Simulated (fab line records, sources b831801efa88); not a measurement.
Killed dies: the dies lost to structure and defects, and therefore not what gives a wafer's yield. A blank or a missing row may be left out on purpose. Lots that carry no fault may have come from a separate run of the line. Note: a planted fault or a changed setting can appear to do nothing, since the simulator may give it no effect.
fab line records	flow sky130
record: lots: 5	wafers: 15	lastDay: 49
route steps=708 shown FIELD_ISO@27 NWELL@32 DNWELL@35 PWDE@45 PAD_OPEN@708
lots with no fault: from the same line, run without faults
startH: hours from the record's first day to the start of the lot's first wafer shown	waitH: hours since the lot's step before	" the same as in the row above	L1.1+2: one row covering several wafers at once	- value missing, or start not given	* or withheld: withheld	< > ~ a bound
route shown NAME@n: NAME is a module with steps in the file, n the number in the route of the first one	usual: mean/standard deviation taken from wafers without a fault	same: alike in all rows	chamber/n: place in a boat	sites: each site's reading	_std_site: standard deviation across them	_edge_site: outer sites' mean less inner sites'	radiusMm: how far each site lies from the wafer's centre	mask NAME#n: copy n	behind: the tool/chamber that last shaped the wafer	hold: why the lot was held/for how many hours/how that ended	device: which transistor (n, p or np) failed to switch	end of line: tests run on the same wafers once the route is complete	for a step that has no rows: nothing shown but its recipe	killed: dies that structure and defects cost at the first sort, which is not the same as the wafer's yield	map: dies across one wafer; x = killed, . = not, _ = none there
set.NAME: the setting as run; set.NAME@STEP: as run at that earlier step	model.NAME: the simulator's own value behind a step, which no gauge read
lots at selected steps of the route; one table per step, one row per wafer
services: the hour from which a tool's chamber was out of use, counted from the record's first day as startH (under 0 if before that day), plus the number of hours and why
== steps ==
step: SKY_FIELD_ISO_ANNEAL_26
recipe: tempC: 1000	timeS: 1800	ambient: N2
step: SKY_FIELD_ISO_CMP_27
recipe: stopOn: Si3N4	tOverpolishS: 16	downForcePsi: 4	platenRpm: 60	targetThkNm: 457.8	padVelocityMS: 0.94248
usual: motorCurrentA: 12.5/1.3	overpolishRunS: 16.001/0.0086	platenRpm: 60.00/0.038	timeToEndpointS: 112/4.2
lot.wafer	tool	chamber	startH	waitH	motorCurrentA	overpolishRunS	platenRpm	timeToEndpointS
L625.2	cmp-02	3	42.11	1.3	11.5	16.003	60.05	115
L625.1	"	0	"	"	11.8	16.001	59.98	113
L625.5	"	1	"	"	15.4	16.007	60.04	112
L627.3	cmp-02	0	49.09	0.0	11.6	16.010	60.01	115
L627.2	"	1	"	"	15.7	15.999	59.97	114
L627.5	"	1	"	"	16.1	16.004	59.99	118
L631.3	cmp-01	1	67.52	0.1	12.6	16.003	59.93	106
L631.1	"	2	"	"	13.7	16.000	60.00	119
L631.4	"	3	"	"	11.0	16.008	59.98	117
L640.4	cmp-02	3	111.47	0.1	11.9	16.012	59.95	111
L640.1	"	1	"	"	15.8	16.002	59.92	111
L640.5	"	2	"	"	11.3	16.002	59.92	109
L645.4	cmp-01	1	138.70	0.0	12.2	15.994	60.08	109
L645.1	"	3	"	"	11.1	16.006	60.01	117
L645.6	"	1	"	"	12.1	16.014	59.99	109
step: SKY_FIELD_ISO_WET_ETCH_28
recipe: chemistry: dHF	targetDepthNm: 23.7	target: SiO2	dilution: 10:1	tempC: 25	timeS: 47
step: SKY_FIELD_ISO_WET_ETCH_29
recipe: chemistry: H3PO4	targetDepthNm: 160	target: Si3N4	tempC: 160	timeS: 1825
step: SKY_FIELD_ISO_WET_ETCH_30
recipe: chemistry: dHF	targetDepthNm: 25	target: SiO2	dilution: 10:1	tempC: 25	timeS: 50
step: SKY_NWELL_CLEAN_00
recipe: chemistry: SC1/SC2	mix: 1:4:20	tempC: 70	timeS: 150	dry: n2Spin
step: SKY_NWELL_OXIDATION_01
recipe: tempC: 900	ambient: O2	stabiliseS: 600	purgeS: 300	targetThkA: 100	oxTimeS: 1418
step: SKY_NWELL_THK_MEAS_02
recipe: reads: SiO2_of_NWELL_OXIDATION_01
usual: NWELL_OXIDATION_THK: 10.02/0.18
lot.wafer	tool	chamber	startH	waitH	NWELL_OXIDATION_THK[nm]
L625.1	filmMetro-01	-	45.13	0.1	10.09
L625.2	"	-	"	"	9.92
L625.5	"	-	"	"	9.89
L627.2	filmMetro-02	-	51.66	0.0	9.96
L627.3	"	-	"	"	9.84
L627.5	"	-	"	"	9.96
L631.1	filmMetro-02	-	70.35	0.0	9.67
L631.3	"	-	"	"	9.65
L631.4	"	-	"	"	9.51
L640.1	filmMetro-02	-	113.72	0.0	10.09
L640.4	"	-	"	"	9.82
L640.5	"	-	"	"	10.01
L645.1	filmMetro-02	-	141.06	0.0	10.20
L645.4	"	-	"	"	10.36
L645.6	"	-	"	"	10.26
step: SKY_DNWELL_DEHYDRATE_00
recipe: tempC: 200	timeS: 60
step: SKY_DNWELL_HMDS_01
recipe: primeTimeS: 60	primeTempC: 120
step: SKY_DNWELL_COAT_02
recipe: spinRpm: 2000	resistThkNm: 3000
step: SKY_DNWELL_SOFTBAKE_03
recipe: tempC: 110	timeS: withheld
step: SKY_DNWELL_EXPOSE_04
recipe: maskId: DNM	na: 0.57	targetCdNm: 3000	doseMj: 222
lot.wafer	tool	chamber	startH	waitH	mask
L625.1+2+5	ilineStepper-01	0	53.68	-	DNM#0
L627.2+3+5	ilineStepper-02	0	59.59	-	DNM#0
L631.1+3+4	ilineStepper-01	0	77.65	-	NWM#0
L640.1+4+5	ilineStepper-02	0	123.80	-	DNM#0
L645.1+4+6	ilineStepper-01	0	151.40	-	DNM#0
step: SKY_DNWELL_PEB_05
recipe: tempC: 115	timeS: withheld
step: SKY_DNWELL_DEVELOP_06
recipe: wallAngleDeg: 90	developer: TMAH	developTimeS: 60	devTempC: 23
step: SKY_DNWELL_IMPLANT_07
recipe: species: P	energyKev: withheld	doseCm2: withheld	tiltDeg: withheld
step: SKY_DNWELL_STRIP_08
recipe: chemistry: O2/N2	powerW: 1400	pressureMtorr: 1500	platenTempC: withheld	o2FlowSccm: 3000	n2FlowSccm: 300	overashFraction: 0.5
usual: drypumpMotorCurrentA: 5.5/0.52	n2FlowSccm: 300.0/0.9	oesProductAu: 0.723/0.0042	stripTimeToEndpointS: 36.90/0.081
lot.wafer	tool	chamber	startH	waitH	drypumpMotorCurrentA	n2FlowSccm	oesProductAu	rfHoursCounterH	stripTimeToEndpointS
L625.1	plasmaAsher-01	0	61.27	0.1	5.9	300.2	0.719	39	36.86
L625.2	"	1	"	"	4.7	300.1	0.727	39	36.86
L625.5	"	1	"	"	4.8	300.2	0.724	-	36.83
L627.2	plasmaAsher-01	0	67.54	0.1	5.9	300.8	0.721	39	37.03
L627.3	"	1	"	"	4.7	299.5	0.725	-	37.03
L627.5	"	1	"	"	4.7	299.1	0.714	-	36.99
L631.1	plasmaAsher-01	0	86.75	0.1	5.9	300.9	0.721	41	37.01
L631.3	"	1	"	"	4.7	298.9	0.730	-	36.94
L631.4	"	0	"	"	5.9	300.2	0.728	-	37.00
L640.1	plasmaAsher-02	1	132.52	0.1	5.8	300.8	0.721	32	36.82
L640.4	"	1	"	"	5.8	300.0	0.722	-	36.85
L640.5	"	0	"	"	6.1	300.6	0.727	-	36.81
L645.1	plasmaAsher-02	0	161.80	0.1	6.1	299.1	0.727	34	36.93
L645.4	"	1	"	"	5.8	301.3	0.712	-	36.82
L645.6	"	1	"	"	5.8	301.3	0.713	-	36.95
step: SKY_DNWELL_TW_MEAS_09
usual: DNWELL_TW: 1116/12
lot.wafer	tool	chamber	startH	waitH	DNWELL_TW
L625.1	filmMetro-04	-	61.37	0.1	1124
L625.2	"	-	"	"	1131
L625.5	"	-	"	"	1127
L627.2	filmMetro-04	-	67.65	0.1	1121
L627.3	"	-	"	"	1130
L627.5	"	-	"	"	1118
L631.1	filmMetro-04	-	86.85	0.1	30
L631.3	"	-	"	"	30
L631.4	"	-	"	"	30
L640.1	filmMetro-04	-	132.62	0.1	1115
L640.4	"	-	"	"	1117
L640.5	"	-	"	"	1125
L645.1	filmMetro-02	-	161.90	0.1	1129
L645.4	"	-	"	"	1123
L645.6	"	-	"	"	1128
step: SKY_PWDE_DEHYDRATE_00
recipe: tempC: 200	timeS: 60
step: SKY_PWDE_HMDS_01
recipe: primeTimeS: 60	primeTempC: 120
step: SKY_PWDE_COAT_02
recipe: spinRpm: 2000	resistThkNm: 3000
step: SKY_PWDE_SOFTBAKE_03
recipe: tempC: 110	timeS: withheld
step: SKY_PWDE_EXPOSE_04
recipe: maskId: PWDEM	na: 0.6	sourceShape: conventional	sigmaOuter: 0.6	polarization: unpolarized	targetCdNm: 840	doseMj: 214
step: SKY_PWDE_PEB_05
recipe: tempC: 115	timeS: withheld
step: SKY_PWDE_DEVELOP_06
recipe: wallAngleDeg: 90	developer: TMAH	developTimeS: 60	devTempC: 23
step: SKY_PWDE_OVL_MEAS_07
usual: PWDE_OVL: 0.2/1.5
lot.wafer	tool	chamber	startH	waitH	PWDE_OVL[nm]
L625.1	overlay-02	-	78.09	-	-1.4
L625.2	"	-	"	"	-0.7
L625.5	"	-	"	"	0.2
L627.2	overlay-02	-	82.76	-	2.1
L627.3	"	-	"	"	0.3
L627.5	"	-	"	"	-1.0
L631.1	overlay-02	-	102.84	-	1.7
L631.3	"	-	"	"	0.5
L631.4	"	-	"	"	0.3
L640.1	overlay-02	-	152.38	-	-2.1
L640.4	"	-	"	"	-0.8
L640.5	"	-	"	"	1.2
L645.1	overlay-01	-	182.78	-	3.7
L645.4	"	-	"	"	2.1
L645.6	"	-	"	"	0.2
step: SKY_PWDE_IMPLANT_08
recipe: species: B	energyKev: 150	doseCm2: 3.6e+12	tiltDeg: withheld
step: SKY_PWDE_STRIP_09
recipe: chemistry: O2/N2	powerW: 1400	pressureMtorr: 1500	platenTempC: withheld	o2FlowSccm: 3000	n2FlowSccm: 300	overashFraction: 0.5
usual: drypumpMotorCurrentA: 5.5/0.32	n2FlowSccm: 300.0/0.96	oesProductAu: 0.722/0.0052	stripTimeToEndpointS: 36.91/0.08
lot.wafer	tool	chamber	startH	waitH	drypumpMotorCurrentA	n2FlowSccm	oesProductAu	rfHoursCounterH	stripTimeToEndpointS
L625.1	plasmaAsher-03	0	78.28	0.1	5.2	299.3	0.725	39	36.88
L625.2	"	1	"	"	5.2	301.0	0.725	39	36.96
L625.5	"	1	"	"	5.3	299.8	0.720	-	36.84
L627.2	plasmaAsher-03	0	82.94	0.1	5.2	300.6	0.720	40	37.13
L627.3	"	1	"	"	5.2	300.0	0.721	-	36.94
L627.5	"	0	"	"	5.2	300.6	0.726	-	37.05
L631.1	plasmaAsher-04	0	103.03	0.1	5.6	301.8	0.727	40	36.92
L631.3	"	1	"	"	5.3	299.8	0.712	-	36.94
L631.4	"	0	"	"	5.5	300.3	0.712	-	36.87
L640.1	plasmaAsher-04	0	152.57	0.1	5.5	299.9	0.717	3	36.94
L640.4	"	1	"	"	5.3	301.1	0.712	-	36.96
L640.5	"	0	"	"	5.5	300.3	0.727	-	36.96
L645.1	plasmaAsher-02	1	182.97	0.1	5.8	301.4	0.718	36	36.97
L645.4	"	1	"	"	5.8	300.3	0.719	-	37.06
L645.6	"	0	"	"	6.1	299.4	0.722	-	36.93
step: SKY_PWDE_TW_MEAS_10
usual: PWDE_TW: 374/3.4
lot.wafer	tool	chamber	startH	waitH	PWDE_TW
L625.1	filmMetro-04	-	78.38	0.1	375
L625.2	"	-	"	"	377
L625.5	"	-	"	"	379
L627.2	filmMetro-02	-	83.05	0.1	376
L627.3	"	-	"	"	374
L627.5	"	-	"	"	374
L631.1	filmMetro-04	-	103.13	0.1	377
L631.3	"	-	"	"	376
L631.4	"	-	"	"	376
L640.1	filmMetro-02	-	152.67	0.1	378
L640.4	"	-	"	"	378
L640.5	"	-	"	"	380
L645.1	filmMetro-04	-	183.07	0.1	372
L645.4	"	-	"	"	372
L645.6	"	-	"	"	373
step: SKY_NWELL_DEHYDRATE_03
recipe: tempC: 200	timeS: 60
step: SKY_NWELL_HMDS_04
recipe: primeTimeS: 60	primeTempC: 120
step: SKY_NWELL_COAT_05
recipe: spinRpm: 2000	resistThkNm: 3000
step: SKY_NWELL_SOFTBAKE_06
recipe: tempC: 110	timeS: withheld
step: SKY_NWELL_EXPOSE_07
recipe: maskId: NWM	na: 0.6	sourceShape: conventional	sigmaOuter: 0.6	polarization: unpolarized	targetCdNm: 840	doseMj: 255
step: SKY_NWELL_PEB_08
recipe: tempC: 115	timeS: withheld
step: SKY_NWELL_DEVELOP_09
recipe: wallAngleDeg: 90	developer: TMAH	developTimeS: 60	devTempC: 23
step: SKY_NWELL_OVL_MEAS_10
usual: NWELL_00_OVL: 1.2/1.2
lot.wafer	tool	chamber	startH	waitH	NWELL_00_OVL[nm]
L625.1	overlay-01	-	94.92	-	1.2
L625.2	"	-	"	"	0.8
L625.5	"	-	"	"	0.8
L627.2	overlay-02	-	99.51	-	1.3
L627.3	"	-	"	"	1.7
L627.5	"	-	"	"	1.1
L631.1	overlay-01	-	120.48	-	2.0
L631.3	"	-	"	"	-0.2
L631.4	"	-	"	"	2.8
L640.1	overlay-02	-	172.58	-	2.0
L640.4	"	-	"	"	2.3
L640.5	"	-	"	"	1.7
L645.1	overlay-01	-	203.82	-	2.0
L645.4	"	-	"	"	1.4
L645.6	"	-	"	"	2.2
step: SKY_NWELL_IMPLANT_11
recipe: species: P	energyKev: 400	doseCm2: 1.9e+13	tiltDeg: withheld
step: SKY_NWELL_IMPLANT_12
recipe: species: P	energyKev: 120	doseCm2: 1.3e+12	tiltDeg: withheld
step: SKY_NWELL_IMPLANT_13
recipe: species: P	energyKev: 50	doseCm2: 7e+11	tiltDeg: withheld
step: SKY_NWELL_STRIP_14
recipe: chemistry: O2/N2	powerW: 1400	pressureMtorr: 1500	platenTempC: withheld	o2FlowSccm: 3000	n2FlowSccm: 300	overashFraction: 0.5
usual: drypumpMotorCurrentA: 5.5/0.48	n2FlowSccm: 300.0/0.87	oesProductAu: 0.723/0.0044	stripTimeToEndpointS: 36.93/0.12
lot.wafer	tool	chamber	startH	waitH	drypumpMotorCurrentA	n2FlowSccm	oesProductAu	rfHoursCounterH	stripTimeToEndpointS
L625.1	plasmaAsher-01	1	95.40	0.1	4.7	300.3	0.726	42	37.01
L625.2	"	0	"	"	5.8	300.8	0.714	42	37.03
L625.5	"	1	"	"	4.7	299.4	0.716	-	36.95
L627.2	plasmaAsher-02	0	99.99	0.1	6.1	300.3	0.717	28	37.05
L627.3	"	1	"	"	5.7	299.5	0.724	-	36.94
L627.5	"	0	"	"	6.1	300.1	0.723	-	36.92
L631.1	plasmaAsher-01	0	120.97	0.1	5.8	299.8	0.723	45	37.02
L631.3	"	1	"	"	4.7	301.3	0.727	-	36.95
L631.4	"	0	"	"	5.9	299.2	0.726	-	36.92
L640.1	plasmaAsher-03	0	173.07	0.1	5.2	299.5	0.729	48	37.07
L640.4	"	1	"	"	5.2	298.7	0.719	-	37.02
L640.5	"	0	"	"	5.2	299.1	0.722	-	37.08
L645.1	plasmaAsher-03	0	204.30	0.1	5.2	298.9	0.728	51	36.66
L645.4	"	0	"	"	5.2	298.9	0.726	-	36.73
L645.6	"	0	"	"	5.2	299.6	0.725	-	36.69
step: SKY_NWELL_TW_MEAS_15
usual: NWELL_TW: 1825/17
lot.wafer	tool	chamber	startH	waitH	NWELL_TW
L625.1	filmMetro-04	-	95.50	0.1	1845
L625.2	"	-	"	"	1836
L625.5	"	-	"	"	1845
L627.2	filmMetro-02	-	100.10	0.1	1847
L627.3	"	-	"	"	1841
L627.5	"	-	"	"	1837
L631.1	filmMetro-01	-	121.07	0.1	1935
L631.3	"	-	"	"	1937
L631.4	"	-	"	"	1921
L640.1	filmMetro-01	-	173.17	0.1	1811
L640.4	"	-	"	"	1807
L640.5	"	-	"	"	1801
L645.1	filmMetro-01	-	204.40	0.1	1813
L645.4	"	-	"	"	1812
L645.6	"	-	"	"	1821
step: SKY_PAD_OPEN_PROBE_99
usual: killed_at_M0_to_M3: 43/7.2	killed_at_M4_up: 3.1/1.8	killedAtContacts: 24/5.4	killedAtFrontEnd: 15/4.4	killedAtOther: 0.4/0.56	killedDies: 86/9.3	killedOnRim: 17/3.6	killedOpen: 47/6.9	killedShort: 39/6.6
same: grossDies: 492	killedAtBackSide: 0
lot.wafer	tool	chamber	startH	waitH	killed_at_M0_to_M3	killed_at_M4_up	killedAtContacts	killedAtFrontEnd	killedAtOther	killedDies	killedOnRim	killedOpen	killedShort
L631.1	prober-01	-	1118.06	0.1	38	1	32	421	0	492	96	42	40
L631.3	prober-01	-	1118.16	0.2	33	4	23	432	0	492	96	45	34
L631.4	prober-01	-	1118.21	0.2	58	3	22	409	0	492	96	51	49
killed by level:class
L631.1 DNWELL:areaExpose=410 LI_CONTACT:geometricParticle:open=11 VIA3:geometricParticle:open=9 CONTACT:geometricParticle:open=8 LOCAL_INTERCONNECT:geometricParticle:short=6 CONTACT:geometricParticle:short=6 METAL1:geometricParticle:short=6 METAL2:geometricParticle:short=5
L631.3 DNWELL:areaExpose=413 LI_CONTACT:geometricParticle:open=7 CONTACT:geometricParticle:open=7 FIELD_ISO:geometricParticle:open=6 VIA3:geometricParticle:open=6 VIA2:geometricParticle:open=6 POLY_GATE:geometricParticle:open=5 VIA1:geometricParticle:short=5
L631.4 DNWELL:areaExpose=392 VIA1:geometricParticle:open=13 VIA2:geometricParticle:open=9 VIA1:geometricParticle:short=8 CONTACT:geometricParticle:short=7 METAL1:geometricParticle:short=7 LI_CONTACT:geometricParticle:open=6 VIA3:geometricParticle:open=6
map L631.1 (x killed, . not)
__________xxxxxxxxxx_________
________xxxxxxxxxxxxxx_______
______xxxxxxxxxxxxxxxxxx_____
_____xxxxxxxxxxxxxxxxxxxx____
____xxxxxxxxxxxxxxxxxxxxxx___
___xxxxxxxxxxxxxxxxxxxxxxxx__
__xxxxxxxxxxxxxxxxxxxxxxxxxx_
_xxxxxxxxxxxxxxxxxxxxxxxxxxxx
_xxxxxxxxxxxxxxxxxxxxxxxxxxxx
_xxxxxxxxxxxxxxxxxxxxxxxxxxxx
_xxxxxxxxxxxxxxxxxxxxxxxxxxxx
_xxxxxxxxxxxxxxxxxxxxxxxxxxxx
_xxxxxxxxxxxxxxxxxxxxxxxxxxxx
_xxxxxxxxxxxxxxxxxxxxxxxxxxxx
_xxxxxxxxxxxxxxxxxxxxxxxxxxxx
__xxxxxxxxxxxxxxxxxxxxxxxxxx_
___xxxxxxxxxxxxxxxxxxxxxxxx__
____xxxxxxxxxxxxxxxxxxxxxx___
_____xxxxxxxxxxxxxxxxxxxx____
______xxxxxxxxxxxxxxxxxx_____
________xxxxxxxxxxxxxx_______
__________xxxxxxxxxx_________
map L625.5 (x killed, . not)
__________.x.......x_________
________......x.....x._______
______xx..x......x......_____
_____.x............x.....____
____....................x.___
___..........x.x........x..__
__.x......x..x.x............_
_.....x...x.x....x..x....x..x
_.x....x.....x...............
_..x..x.....x................
_........xx...x......x.......
_xx...x...x.x.x.x..xxx..xxxxx
_..x......x...x.....x......x.
_........x....x..x.xx.....xx.
_..........x..xx.....x.......
__x.x..........x............_
___x...x.....x.............__
____x.............x.x.....___
_____..x.............xx..____
______...xx.x.x...x....._____
________x........x...._______
__________.........x_________
== services ==
tool	chamber	startH	hours	kind
cmp-01	-	29.56	1.6	repair
ilineStepper-01	-	33.89	8.9	pm
cmp-02	-	64.19	4.0	pm
ilineStepper-02	-	65.98	1.7	pm
cmp-02	-	68.19	-	consumableReplace:conditioner
cmp-02	-	68.19	-	consumableReplace:pad
plasmaAsher-04	-	75.66	8.8	repair
cmp-01	-	75.98	5.7	pm
cmp-01	-	84.40	2.3	repair
cmp-02	-	86.79	12.0	pm
cmp-01	-	90.25	2.8	repair
cmp-01	-	103.94	1.8	repair
plasmaAsher-04	-	108.75	9.0	pm
plasmaAsher-04	0	108.75	9.0	ventCycle
plasmaAsher-04	1	108.75	9.0	ventCycle
plasmaAsher-04	0	117.75	-	clean
plasmaAsher-04	1	117.75	-	clean
cmp-02	-	131.46	4.8	repair
plasmaAsher-03	-	133.71	0.7	repair
ilineStepper-01	-	137.75	-	consumableReplace:lamp
ilineStepper-02	0	160.82	-	calibration
ilineStepper-02	-	173.77	-	calibration
plasmaAsher-04	-	183.31	1.2	repair
ilineStepper-02	-	199.16	4.4	pm
== key ==
firstSign: step: SKY_DNWELL_EXPOSE_04	reading: mask	direction: changed
effect: step: SKY_DNWELL_TW_MEAS_09	reading: DNWELL_TW	direction: down	sigmas: 92	usual: 1116	struck: 30
effect: step: SKY_NWELL_TW_MEAS_15	reading: NWELL_TW	direction: up	sigmas: 6.4	usual: 1825	struck: 1931
effect: step: SKY_PAD_OPEN_PROBE_99	reading: killedAtFrontEnd	direction: up	sigmas: 93	usual: 15	struck: 421
moreKillsBornAt: SKY_DNWELL_EXPOSE_04@ilineStepper-01: 1215
metAt SKY_DNWELL_EXPOSE_04
struckWafers L631.1,L631.3,L631.4
testerLeftOut L631
onsetBetween 53.68 77.65
fault: kind: wrongMask	tool: any	chamber: -	onsetH: 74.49	steps: SKY_DNWELL_EXPOSE_04	auxCopy: NWM#0	scope: struckLotsOnly
testerLeftOut: of these lots the tester's yield and bins aren't shown, on N5 and GAA mostly nor the transistor test; their killed dies are dies lost to structure and defects alone, not to doping, threshold or leakage, so they don't give the yield
